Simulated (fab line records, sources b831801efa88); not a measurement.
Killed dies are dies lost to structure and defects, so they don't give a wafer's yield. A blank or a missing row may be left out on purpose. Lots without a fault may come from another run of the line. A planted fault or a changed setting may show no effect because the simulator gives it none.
A struck lot beside a sound one | flow gf180mcu | 14 steps out of a route of 602
Sound: wafers L573.2, L573.4, L573.6. Struck: wafers L587.2, L587.3, L587.6. The cause comes at the end.
At each step with rows: each side's tool, then ch and its chambers, then its first start. Under that, the readings that differ: sound wafers | struck wafers | difference of the means | sigmas: that difference in standard deviations of wafers without a fault.
alike: readings whose means differ by less than 2 such deviations, and words and numbers that are the same on both sides. not compared: withheld readings, readings that some wafer has no value for, bounds like >300 that may hide the same value, and numbers for which the record gives no deviation and whose values overlap.
The two part at a step that has a row with sigmas, a row that says differs or no value, or rows on one side only. Numbers that don't overlap but have no deviation are shown without sigmas and don't part them. A reading that every wafer of one side lacks parts them only if that side has two wafers or more.

first, 1 step without rows for these wafers: GF_LVPWELL_DEVELOP_06 (develop time 60 s).
GF_LVPWELL_OVL_MEAS_07:
  sound on overlay-01, day 3 22:19; struck on overlay-02, day 7 03:47
  alike: LVPWELL_OVL
then, 2 steps without rows for these wafers: GF_LVPWELL_IMPLANT_08; GF_LVPWELL_IMPLANT_09.
GF_LVPWELL_STRIP_10: strips in O2/N2.
  sound on plasma_asher-02 ch 0, day 3 22:38; struck on plasma_asher-01 ch 0,1, day 7 04:07
  alike: drypump_motor_current_A, heater_power_w, n2_flow_sccm, oes_product_au, strip_time_to_endpoint_s
  not compared: rf_hours_counter_h
GF_LVPWELL_TW_MEAS_11:
  sound on film_metro-01, day 3 22:45; struck on film_metro-02, day 7 04:14
  alike: LVPWELL_TW
then, 6 steps without rows for these wafers: GF_MVSD_DEHYDRATE_00 (time 60 s); GF_MVSD_HMDS_01 (prime time 60 s); GF_MVSD_COAT_02 (resist thk 3000 nm); GF_MVSD_SOFTBAKE_03; GF_MVSD_EXPOSE_04 (exposes mask MVSD, target cd 1000 nm); GF_MVSD_PEB_05.
GF_MVSD_DEVELOP_06: develop time 60 s.
  sound on litho_track-02 ch 0, day 4 11:00; struck on litho_track-02, day 7 19:00
  no value came back on the struck wafers for chill_plate_temp_C (C), develop_time_s (s), exhaust_pa (Pa); on the sound wafers chill_plate_temp_C (C) reads 23.23 23.15 23.05
GF_MVSD_OVL_MEAS_07:
  sound on overlay-01, day 4 11:49; struck on overlay-01, day 7 19:51
  reading       | sound       | struck | difference                    | sigmas
  MVSD_OVL (nm) | 2.3 1.9 3.7 | - - -  | no value on the struck wafers |

WHERE THEY PART
First at GF_MVSD_DEVELOP_06; last, within this record, at GF_MVSD_OVL_MEAS_07.

WHY: what the simulator had put in
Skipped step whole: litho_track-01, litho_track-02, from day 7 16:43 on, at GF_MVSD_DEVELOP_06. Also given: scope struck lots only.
